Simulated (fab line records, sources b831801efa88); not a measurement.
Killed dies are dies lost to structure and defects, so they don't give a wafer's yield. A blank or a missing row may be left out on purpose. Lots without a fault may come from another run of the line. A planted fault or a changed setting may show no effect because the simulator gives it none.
Problem report in the 8D (eight disciplines) form, filled by code | flow sky130 | the parts of the form that need people (team, actions taken, sign-off) are left out

1. THE PROBLEM
chamber_pressure_pa at SKY_METAL5_SPUTTER_01 reads a mean of 0.4209 Pa on 3 wafers of 2 lots; wafers without a fault read 0.4000 Pa with a standard deviation of 0.00079. That is +26 standard deviations from the usual mean.
The step: material TiN, target thk 20 nm, time 16.7 s.
First seen on wafer L386.3, day 47 14:00, on pvd_sputter-01. The record holds 36 wafers of 12 lots with a number at this step. Rule for "out", or "out of limits": more than 4 standard deviations from the usual mean. The other wafers with a number count as sound.

2. WHAT IT IS AND WHAT IT IS NOT
question                    | is                     | is not
which readings at this step | chamber_pressure_pa    | -
which lots                  | L386, L390             | L368, L369, L370, L373, L374, L377, L378, L379, L380, L388
which wafers of those lots  | L386.3, L390.4, L390.6 | L386.1, L386.6, L390.1
read on which tools         | pvd_sputter-01         | pvd_sputter-03, pvd_sputter-04
when                        | from day 47 14:00      | up to then (29 sound wafers); but 4 sound wafers of L388, L390 came after

3. SUSPECTS, AND WHAT RULES EACH OUT
Counting: a tool at a process step up to the reading stays a suspect if it ran every lot that is out. Sound lots after the first of them don't rule it out here, since some wafers of a struck lot are sound.
- cvd_w-01 at SKY_VIA3_CVD_21 (deposits W, target thk 390 nm, time 117.31 s): kept. It ran every lot that is out, first L386 (day 44 20:22); its last sound lot up to then is L377 (day 42 09:50).
- pvd_sputter-01 at SKY_METAL5_SPUTTER_01 (material TiN, target thk 20 nm, time 16.7 s): kept. It ran every lot that is out, first L386 (day 47 14:00); its last sound lot up to then is L380 (day 46 04:38). Its own readings are out on those wafers: chamber_pressure_pa.
Left after counting: cvd_w-01 at SKY_VIA3_CVD_21, pvd_sputter-01 at SKY_METAL5_SPUTTER_01.

4. THE CAUSE (what the simulator had put in)
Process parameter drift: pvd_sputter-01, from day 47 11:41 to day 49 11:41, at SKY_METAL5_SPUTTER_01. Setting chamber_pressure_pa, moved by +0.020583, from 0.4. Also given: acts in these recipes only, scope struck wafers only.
Counting left 2 suspects, and this tool is among them.

5. THE CHAIN OF EFFECTS, in route order
Each row: a reading whose mean over the struck wafers that have a number lies more than 3 standard deviations from the usual. Only readings for which the record gives a usual standard deviation are gone through. hours: the time from each lot's start at the first step in this table that gives one to its start at this step, as a median over the lots. sigmas: the change in usual standard deviations.
hours | step                  | reading             | usual     | on struck wafers | change  | sigmas
0     | SKY_METAL5_SPUTTER_01 | chamber_pressure_pa | 0.4000 Pa | 0.4209           | +0.0209 | +26
0     | SKY_METAL5_SPUTTER_01 | throttle_valve_pct  | 30.0 %    | 27.1             | -2.9    | -3.2
The process steps in it:
- SKY_METAL5_SPUTTER_01: material TiN, target thk 20 nm, time 16.7 s.

6. WHAT WOULD HAVE CAUGHT IT SOONER
In this record the first reading out of limits was taken at day 47 14:00, 2 hours after the fault began at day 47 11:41.
